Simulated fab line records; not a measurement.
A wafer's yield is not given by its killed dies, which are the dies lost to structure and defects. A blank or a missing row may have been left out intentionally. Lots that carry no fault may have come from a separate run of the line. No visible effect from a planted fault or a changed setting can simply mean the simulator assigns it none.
Comparing a struck lot with a sound one -- flow gf180mcu -- 14 out of 602 route steps
Sound: these wafers, L441.1, L441.3, L441.5. Wafers L448.3, L448.5, L448.6 were the ones struck. The cause is given at the end.
Each step with rows lists, per side, the tool, then ch with its chambers, then its first start. Under that, the readings that differ: sound wafers -- struck wafers -- difference of the means -- sigmas: that difference in standard deviations of wafers without a fault.
alike: same words and numbers on both sides, and readings whose means sit less than 2 such deviations apart. not compared: any withheld reading, any reading some wafer has no value for, any bound like >300 that may hide the same value, and any number with overlapping values for which the record gives no deviation.
The two part at a step that has a row with sigmas, a row that says differs or no value, or rows on one side only. Numbers that don't overlap but have no deviation are shown without sigmas and don't part them. A reading that every wafer of one side lacks parts them only if that side has two wafers or more.

first, 4 steps without rows for these wafers: GF_MIM_SOFTBAKE_15 (time 60 s); GF_MIM_EXPOSE_16 (exposes mask FuseTop, target cd 2000 nm); GF_MIM_PEB_17; GF_MIM_DEVELOP_18 (develop time 60 s).
GF_MIM_METAL_ETCH_19: etches the open film in Cl2/BCl3, stops on Si3N4, target depth 324.5 nm, time 54.1 s.
  sound on rie_metal-04 ch 1, day 25 18:05; struck on rie_metal-02 ch 0,1, day 28 11:52
  alike: bcl3_flow_sccm, drypump_motor_current_A, oes_product_au, throttle_valve_pct
  not compared: rf_hours_counter_h
GF_MIM_STRIP_20: strips in O2/N2.
  sound on plasma_asher-01 ch 0,1, day 25 18:14; struck on plasma_asher-02 ch 0,1, day 28 11:56
  alike: drypump_motor_current_A, heater_power_w, oes_product_au, strip_time_to_endpoint_s
  not compared: rf_hours_counter_h
then, 6 steps without rows for these wafers: GF_MIM_STRIP_21 (strips in post etch residue remover, time 1200 s); GF_MIM_CLEAN_22 (cleans in DIW); GF_M5_DEHYDRATE_00 (time 60 s); GF_M5_HMDS_01 (prime time 60 s); GF_M5_COAT_02 (resist thk 1000 nm); GF_M5_SOFTBAKE_03 (time 60 s).
GF_M5_EXPOSE_04: exposes mask Metal5, target cd 280 nm.
  struck on krf_scanner-01, day 28 21:33; sound on krf_scanner-02 ch 0, day 26 05:10
  no value came back on the struck wafers for exposure_dose_mJ_cm2, focus_offset_nm (nm); on the sound wafers exposure_dose_mJ_cm2 reads 28.017 28.040 28.013
  alike: mask
then, 1 step without rows for these wafers: GF_M5_PEB_05 (peb time 90 s).

WHERE THEY PART
Only at GF_M5_EXPOSE_04, as far as this record shows.

WHY: what the simulator had put in
Step skipped in full: krf_scanner-01, at GF_M5_EXPOSE_04, from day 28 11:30 onward. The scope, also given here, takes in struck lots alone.
